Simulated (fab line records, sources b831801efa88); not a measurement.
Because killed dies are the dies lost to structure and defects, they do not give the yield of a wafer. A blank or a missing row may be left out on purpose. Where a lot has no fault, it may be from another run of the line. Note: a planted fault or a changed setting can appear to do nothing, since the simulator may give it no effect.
8D (eight disciplines) problem report, filled in by code :: flow gf180mcu :: the parts of the form that need people (team, actions taken, sign-off) are left out

== 1. PROBLEM STATEMENT ==
At GF_M3_METAL_ETCH_16, run_length_s averages 126.7 s over 6 wafers from 2 lots, while fault-free wafers read 132.9 s, standard deviation 0.81. Measured from the usual mean, that is -7.7 standard deviations.
The step: etches the open film in Cl2/BCl3, stops on SiO2, target depth 627.5 nm, time 104.6 s.
Seen first at day 23 08:14 on rie_metal-03, wafer L856.1. At this step, 36 wafers from 12 lots have a number in the record. Rule for "out", or "out of limits": more than 4 standard deviations from the usual mean. Any other wafer with a number is counted as sound.

== 2. WHAT IT IS, AND WHAT IT ISN'T ==
question: which readings at this step
is: run_length_s, oes_product_au
is not: drypump_motor_current_A

question: which lots
is: L856, L857
is not: L850, L852, L855, L865, L868, L869, L870, L871, L872, L873

question: which wafers of those lots
is: all that have a number
is not: -

question: read on which tools
is: rie_metal-03
is not: rie_metal-02

question: when
is: from day 23 08:14
is not: up to then (9 sound wafers); but 21 sound wafers of L865, L868, L869, L870, L871, L872, L873 came after

== 3. WHAT RULES OUT EACH SUSPECT ==
Counting: any tool at a process step up to the reading is kept as a suspect provided that every lot that is out went through it and no sound lot did after the first of them.
- rie_metal-03 at GF_M3_METAL_ETCH_16 (etches the open film in Cl2/BCl3, stops on SiO2, target depth 627.5 nm, time 104.6 s): ruled out as a lasting fault. After its first lot that is out, L856 (day 23 08:14), sound lots L865, L869, L870, L871, L873 ran on it.
Left after counting: nothing in the record.

== 4. THE CAUSE (what the simulator had put in) ==
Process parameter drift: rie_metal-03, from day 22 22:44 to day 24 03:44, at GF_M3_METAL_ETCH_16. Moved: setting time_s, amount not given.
Counting ruled it out, wrongly.

== 5. SEQUENCE OF EFFECTS, ordered by route ==
One row per reading whose mean, taken over the struck wafers that have a number, lies over 3 standard deviations from the usual. Scope: only readings with a usual standard deviation given in the record; hours: median across lots of the time from each lot's start at the first step in this table that gives one to its start at this step; sigmas: change in usual standard deviations.
hours: 0
step: GF_M3_METAL_ETCH_16
reading: oes_product_au
usual: 0.973 a.u.
on struck wafers: 1.015
change: +0.042
sigmas: +5.7

hours: 0
step: GF_M3_METAL_ETCH_16
reading: run_length_s
usual: 132.9 s
on struck wafers: 126.7
change: -6.2
sigmas: -7.7

hours: 0
step: GF_M3_METAL_ETCH_16
reading: throttle_valve_pct
usual: 28.248 %
on struck wafers: 28.206
change: -0.042
sigmas: -4.2
Here are the process steps it includes:
- GF_M3_METAL_ETCH_16: etches the open film in Cl2/BCl3, stops on SiO2, target depth 627.5 nm, time 104.6 s.
Readings that are blank on the struck wafers while sound wafers have them: bias_w at GF_M3_METAL_ETCH_16.

== 6. WHAT WOULD HAVE CAUGHT IT SOONER ==
The fault began at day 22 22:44; the first out-of-limits reading in this record came at day 23 08:14, 10 hours later.
